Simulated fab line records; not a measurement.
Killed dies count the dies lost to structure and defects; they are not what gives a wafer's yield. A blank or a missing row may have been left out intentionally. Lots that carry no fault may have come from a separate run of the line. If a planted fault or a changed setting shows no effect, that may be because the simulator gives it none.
One fault seen from 2 desks	flow sky130	every desk sees just its own numbers, and what lay behind them comes last

THE METROLOGY DESK
What the gauges read, lot by lot, whatever tool the lot ran on: means of the sampled wafers that have a number. A lot is out of limits, marked OUT, if its mean lies more than 4 standard deviations from the usual mean; the brackets give that distance.
Columns: A = VIA1_W_RS at SKY_VIA1_RS_MEAS_22, usual 0.432 ohm/sq; B = VIA1_W_THK at SKY_VIA1_THK_MEAS_23, usual 269 nm
lot	first seen here	A	B
L351	day 34 10:10	0.430	272
L357	day 36 13:36	0.440	263
L364	day 38 17:46	0.432	266
L365	day 39 11:06	0.433	266
L367	day 39 16:08	0.431	272
L368	day 39 17:58	0.432	271
Finding of this desk: none of the 6 lots has anything out of limits.

TOOL OWNER'S DESK, pvd_sputter-04
The tool's own readings at SKY_METAL2_SPUTTER_03 (material Ti, target thk 5 nm, time 3.3 s): means of the sampled wafers that have a number, for each lot that ran on this tool. A lot is out of limits, marked OUT, if its mean lies more than 4 standard deviations from the usual mean; the brackets give that distance.
Columns: A = throttle_valve_pct at SKY_METAL2_SPUTTER_03, usual 29.6 %
lot	first seen here	A
L351	day 34 10:42	29.9
L364	day 38 18:18	29.7
L365	day 39 11:39	29.7
Finding of this desk: none of the 3 lots has anything out of limits.

BROUGHT TOGETHER
Metrology desk: nothing out of limits seen.
Nothing out of limits was seen by the tool owner's desk.

WHAT HAD BEEN PUT IN BY THE SIMULATOR
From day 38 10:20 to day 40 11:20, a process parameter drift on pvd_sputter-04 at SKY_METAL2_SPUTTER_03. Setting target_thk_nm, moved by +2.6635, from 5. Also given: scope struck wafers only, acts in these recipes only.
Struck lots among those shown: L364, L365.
